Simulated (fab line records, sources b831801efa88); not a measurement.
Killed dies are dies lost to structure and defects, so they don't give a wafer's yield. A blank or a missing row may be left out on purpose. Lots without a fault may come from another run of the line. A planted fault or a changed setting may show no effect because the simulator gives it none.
One fault seen from 2 desks | flow sky130 | each desk has only its own numbers; what lay behind them comes last

THE METROLOGY DESK
What the gauges read, lot by lot, whatever tool the lot ran on: means of the sampled wafers that have a number. A lot is out of limits, marked OUT, if its mean lies more than 4 standard deviations from the usual mean; the brackets give that distance.
Columns: A = CAPM_CVD_00_THK at SKY_CAPM_THK_MEAS_01, usual 15.53 nm; B = CAPM_OVL at SKY_CAPM_OVL_MEAS_12, usual -0.3 nm; C = cd_nm at SKY_METAL3_CD_MEAS_13, usual 300.3 nm
lot  | first seen here | A     | B    | C
L496 | day 36 07:29    | 15.75 | -1.1 | 300.1
L497 | day 36 12:11    | 15.43 | -0.8 | 299.8
L498 | day 36 15:28    | 15.53 | 0.3  | 299.6
L499 | day 37 02:13    | 15.65 | 1.3  | 301.5
L500 | day 37 08:21    | 15.49 | 0.2  | 300.8
L501 | day 38 07:17    | 15.52 | -1.5 | 302.2
L507 | day 39 19:11    | 15.62 | -2.2 | 297.9
L511 | day 41 13:39    | 15.63 | -1.8 | 300.2
L516 | day 42 04:53    | 15.61 | 0.0  | 299.7
L518 | day 42 21:23    | 15.43 | -0.8 | 300.2
L519 | day 43 04:13    | 15.64 | -1.0 | 300.0
This desk's finding: nothing out of limits on any of the 11 lots.

THE TOOL OWNER'S DESK: cmp-02
The tool's own readings at SKY_VIA4_CMP_02 (polishes SiO2): means of the sampled wafers that have a number, for each lot that ran on this tool. A lot is out of limits, marked OUT, if its mean lies more than 4 standard deviations from the usual mean; the brackets give that distance.
Columns: A = head_pressure_psi at SKY_VIA4_CMP_02, usual 4.001 psi; B = motor_current_A at SKY_VIA4_CMP_02, usual 11.8 A
lot  | first seen here | A     | B
L497 | day 41 22:15    | 4.008 | 12.0
L498 | day 42 00:43    | 4.007 | 10.9
L499 | day 42 09:22    | 4.001 | 11.7
L500 | day 42 19:58    | 4.001 | 12.8
L507 | day 44 21:32    | 3.996 | 10.9
L518 | day 47 14:12    | 4.002 | 12.0
L519 | day 47 20:58    | 3.997 | 12.4
This desk's finding: nothing out of limits on any of the 7 lots.

PUT TOGETHER
The metrology desk saw nothing out of limits.
The tool owner's desk saw nothing out of limits.

WHAT THE SIMULATOR HAD PUT IN
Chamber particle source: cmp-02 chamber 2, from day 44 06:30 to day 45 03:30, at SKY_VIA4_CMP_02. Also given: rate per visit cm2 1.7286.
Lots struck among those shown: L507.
